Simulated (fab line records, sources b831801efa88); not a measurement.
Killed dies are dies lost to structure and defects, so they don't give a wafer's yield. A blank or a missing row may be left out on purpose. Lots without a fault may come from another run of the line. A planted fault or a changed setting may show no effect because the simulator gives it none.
Which tool did it? | flow sky130 | 13 lots, 39 wafers sampled, at 2 steps of a route of 708

WHAT THE GAUGES READ, wafer by wafer
SKY_FIELD_ISO_THK_MEAS_02.
lot  | measured    | on            | FIELD_ISO_OXIDATION_00_THK (nm)
L186 | day 1 16:38 | film_metro-02 | 11.80 12.11 11.86
L188 | day 2 03:05 | film_metro-04 | 12.08 12.34 12.21
L191 | day 2 17:38 | film_metro-01 | 12.05 12.21 12.25
L192 | day 2 22:38 | film_metro-01 | 11.77 11.97 11.88
L193 | day 3 03:41 | film_metro-01 | 11.86 11.44 11.44
L194 | day 3 08:52 | film_metro-02 | 12.12 12.13 12.07
L200 | day 4 17:13 | film_metro-02 | 12.21 12.01 12.16
L203 | day 5 08:44 | film_metro-02 | 12.49 12.40 12.54
L204 | day 5 12:07 | film_metro-02 | 12.42 12.04 12.26
L205 | day 5 15:39 | film_metro-01 | 12.07 12.10 11.87
L206 | day 5 21:05 | film_metro-01 | 11.99 11.93 12.02
L207 | day 6 02:01 | film_metro-02 | 12.06 12.15 12.17
L208 | day 6 06:38 | film_metro-04 | 12.17 12.19 12.15

SKY_FIELD_ISO_THK_MEAS_04.
lot  | measured    | on            | FIELD_ISO_CVD_03_THK (nm)
L186 | day 1 18:29 | film_metro-02 | 161.8 163.4 162.7
L188 | day 2 05:50 | film_metro-01 | 166.4 164.4 163.6
L191 | day 2 19:29 | film_metro-02 | 162.8 162.0 161.8
L192 | day 3 01:02 | film_metro-01 | 163.0 164.0 164.3
L193 | day 3 05:48 | film_metro-01 | 163.1 164.5 163.8
L194 | day 3 10:43 | film_metro-04 | 161.9 162.0 161.9
L200 | day 4 19:04 | film_metro-01 | 165.6 163.8 164.0
L203 | day 5 10:34 | film_metro-02 | 163.5 163.8 162.0
L204 | day 5 14:46 | film_metro-04 | 164.6 163.6 163.5
L205 | day 5 17:47 | film_metro-02 | 164.6 163.9 164.5
L206 | day 5 23:38 | film_metro-01 | 162.9 164.8 164.0
L207 | day 6 03:52 | film_metro-04 | 166.7 166.4 164.4
L208 | day 6 08:29 | film_metro-04 | 161.1 162.5 161.8

WHICH TOOL RAN EACH LOT (tool, then ch and the chambers of the sampled wafers, then the start)
The record holds no process step before these readings.

WHAT THE TOOLS THEMSELVES READ (means of the sampled wafers that have a number; where no wafer has one, the mark that the record gives instead)
The record holds no such reading with a usual standard deviation.

THE ANSWER, worked out from the rows above alone
Rule: what is usual is taken from the lots themselves. Put in order of their means at a reading, lots are off if they are a third of the lots or fewer, leave a main group of 4 or more, and stand apart from it by a gap of 3 or more times the standard deviation of the main group's means; of several such gaps the widest counts. A main group whose means are all the same, to the digits that the tables above print for the reading, isn't used. A lot without any number at a reading at which 4 lots or more have one is off too. The other lots that the step has rows for count as sound. The gauges are gone through in route order, then the tools' own readings, and for those a lot's mean is taken as printed above. The first step at which some lot is off is used, and at that step the reading that is off furthest; a lot without a number counts as furthest.
No lot is off at any reading shown: from this, nothing can be told.

WHAT THE SIMULATOR HAD PUT IN
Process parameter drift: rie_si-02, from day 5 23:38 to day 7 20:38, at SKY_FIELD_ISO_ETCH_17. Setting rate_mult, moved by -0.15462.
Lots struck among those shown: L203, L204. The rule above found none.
